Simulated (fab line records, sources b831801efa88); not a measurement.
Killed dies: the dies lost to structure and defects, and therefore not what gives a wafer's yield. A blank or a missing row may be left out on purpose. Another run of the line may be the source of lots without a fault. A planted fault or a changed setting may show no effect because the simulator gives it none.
2 desks looking at one fault | flow gf180mcu | every desk sees just its own numbers, and what lay behind them comes last

== METROLOGY DESK ==
What the gauges read for every lot (on any tool): the sampled wafers with a number, averaged. The brackets show how far a lot's mean lies from the usual mean; more than 4 standard deviations puts the lot out of limits, marked OUT.
Columns: A = cdNm at GF_POLY_GATE_CD_MEAS_10, usual 280.0 nm; B = HV_LDD_3_TW at GF_HV_LDD_TW_MEAS_38, usual 1453; C = HV_LDD_4_TW at GF_HV_LDD_TW_MEAS_50, usual 571; D = HV_LDD_RS at GF_HV_LDD_RS_MEAS_53, usual 418.6 ohm/sq; E = HV_LDD_CVD_56_THK at GF_HV_LDD_THK_MEAS_57, usual 89.7 nm
lot  | first seen here | A     | B    | C   | D               | E
L522 | day 9 04:04     | 278.7 | 1463 | 572 | 417.6           | 89.5
L524 | day 9 20:42     | 279.3 | 1476 | 570 | 418.6           | 90.0
L527 | day 10 18:05    | 281.2 | 1471 | 574 | 418.4           | 90.0
L528 | day 11 01:04    | 280.0 | 1468 | 581 | 418.1           | 88.3
L530 | day 11 13:59    | 280.5 | 1420 | 568 | 418.6           | 90.4
L531 | day 12 04:16    | 279.6 | 1421 | 577 | 418.8           | 88.9
L536 | day 13 11:34    | 281.8 | 1530 | 576 | 409.2 (-10) OUT | 89.9
L538 | day 13 19:59    | 279.9 | 1525 | 556 | 407.9 (-12) OUT | 91.2
L539 | day 14 06:04    | 279.7 | 1402 | 577 | 419.7           | 89.1
L541 | day 15 00:25    | 280.5 | 1457 | 557 | 418.9           | 90.4
L542 | day 15 04:52    | 281.9 | 1471 | 582 | 418.4           | 89.3
L543 | day 15 09:35    | 280.3 | 1403 | 585 | 418.0           | 90.1
L544 | day 16 05:46    | 279.1 | 1472 | 557 | 419.0           | 90.5
This desk's result: L536, L538 out of limits, first on L536 (HV_LDD_RS at GF_HV_LDD_RS_MEAS_53), day 17 04:36. L522, L524, L527, L528, L530, L531, L539, L541, L542, L543, L544 stayed within limits.

== FOR THE TOOL OWNER'S DESK: implanter-02 ==
The tool's own readings at GF_HV_LDD_IMPLANT_36, given as means over the sampled wafers that have a number, one for each lot that went through this tool. The brackets show how far a lot's mean lies from the usual mean; more than 4 standard deviations puts the lot out of limits, marked OUT.
Columns: A = beamOnS at GF_HV_LDD_IMPLANT_36, usual 10.01 s; B = doseIonsCm2 at GF_HV_LDD_IMPLANT_36, usual 7.498e+12; C = faradayCurrentUA at GF_HV_LDD_IMPLANT_36, usual 42.3
lot  | first seen here | A     | B                           | C
L522 | day 11 15:56    | 10.07 | 7.495e+12                   | 42.1
L527 | day 13 05:52    | 9.86  | 7.495e+12                   | 42.8
L530 | day 14 05:41    | 10.00 | 7.495e+12                   | 42.3
L536 | day 16 04:53    | 10.32 | 1.143e+13 (+99 or more) OUT | 62.4 (+22) OUT
L538 | day 16 18:17    | 10.08 | 1.143e+13 (+99 or more) OUT | 63.9 (+24) OUT
Finding of this desk: L536, L538 out of limits; the first was L536 at day 16 04:53, on doseIonsCm2 at GF_HV_LDD_IMPLANT_36. L522, L527, L530 stayed within limits.

== PUT TOGETHER ==
An alarm could have come from the tool owner's desk at day 16 04:53, on L536, L538.
On L536, L538, the metrology desk was in a position to raise an alarm at day 17 04:36.
Every lot named ran GF_HV_LDD_IMPLANT_36 on implanter-02.

== WHAT HAD BEEN PUT IN BY THE SIMULATOR ==
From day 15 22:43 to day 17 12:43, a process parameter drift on implanter-02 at GF_HV_LDD_IMPLANT_36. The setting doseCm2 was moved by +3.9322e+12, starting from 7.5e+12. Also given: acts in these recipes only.
Lots struck among those shown: L536, L538.
Delay (hours) between the fault's onset and each desk's first out-of-limits reading: 6 at the tool owner's desk, 30 at the metrology desk.
